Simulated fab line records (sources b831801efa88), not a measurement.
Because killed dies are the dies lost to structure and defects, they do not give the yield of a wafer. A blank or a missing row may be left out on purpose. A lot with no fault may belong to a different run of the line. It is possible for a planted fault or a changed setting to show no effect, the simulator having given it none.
A struck lot beside a sound one | flow sky130 | 16 out of 708 route steps
Sound: these wafers, L141.1, L141.5, L141.6. Struck: wafer L149.6 (L149.2, L149.3, from the same lot, were not struck and are left out); the cause is given at the end.
Order at every step that has rows: each side's tool, ch and its chambers, its first start. Under that, the readings that differ: sound wafers | struck wafers | difference of the means | sigmas: that difference in standard deviations of wafers without a fault.
alike: readings whose means differ by less than 2 such deviations, and words and numbers that are the same on both sides. not compared: withheld readings, readings that some wafer has no value for, bounds like >300 that may hide the same value, and numbers for which the record gives no deviation and whose values overlap.
The two part at a step that has a row with sigmas, a row that says differs or no value, or rows on one side only. Numbers that have no deviation but don't overlap get no sigmas and don't part them. A reading that every wafer of one side lacks parts them only if that side has two wafers or more.

first, 4 steps without rows for these wafers: SKY_RES_XHIGH_EXPOSE_04 (exposes mask URPM, target cd 1270 nm); SKY_RES_XHIGH_PEB_05; SKY_RES_XHIGH_DEVELOP_06 (develop time 60 s); SKY_RES_XHIGH_IMPLANT_07.
SKY_RES_XHIGH_STRIP_08: strips in O2/N2.
  sound on plasma-asher-04 ch 0,1, day 29 01:58; struck on plasma-asher-02 ch 0, day 31 17:58
  alike: drypump-motor-current-A, n2-flow-sccm, oes-product-au, strip-time-to-endpoint-s
  not compared: rf-hours-counter-h
SKY_RES_XHIGH_TW_MEAS_09:
  sound on film-metro-03 at day 29 02:04; struck on film-metro-02 at day 31 18:04
  alike: RES_XHIGH_TW
then, 6 steps without rows for these wafers: SKY_SD_N_DEHYDRATE_00 (time 60 s); SKY_SD_N_HMDS_01 (prime time 60 s); SKY_SD_N_COAT_02 (resist thk 1140 nm); SKY_SD_N_SOFTBAKE_03 (time 60 s); SKY_SD_N_EXPOSE_04 (exposes mask NSDM, target cd 380 nm); SKY_SD_N_PEB_05.
SKY_SD_N_DEVELOP_06: develop time 60 s.
  sound on litho-track-01 ch 0, day 30 05:59; struck on litho-track-03 ch 0, day 32 20:17
SKY_SD_N_CD_MEAS_07: target cd 380 nm.
  sound on cd-sem-02 at day 30 06:08; struck on cd-sem-01 at day 32 20:25
  reading    | sound             | struck | difference | sigmas
  cd-nm (nm) | 380.8 381.4 378.9 | 393.6  | +13.2      | +5
SKY_SD_N_OVL_MEAS_08:
  sound on overlay-02 at day 30 06:16; struck on overlay-01 at day 32 20:32
  alike: SD_N_OVL
-- the record jumps here: 16 days lie between the struck wafers' starts before and after (it left off in module SD_N and takes up again in module PAD_OPEN, whose first step shown is number 708 of the route) --
SKY_PAD_OPEN_PROBE_99:
  record: rows for the struck wafers here (prober-01, day 49 07:42), none for the sound ones

## WHERE THEY PART
Last at SKY_PAD_OPEN_PROBE_99 as far as this record goes, first at SKY_SD_N_CD_MEAS_07.

WHY: what the simulator had put in
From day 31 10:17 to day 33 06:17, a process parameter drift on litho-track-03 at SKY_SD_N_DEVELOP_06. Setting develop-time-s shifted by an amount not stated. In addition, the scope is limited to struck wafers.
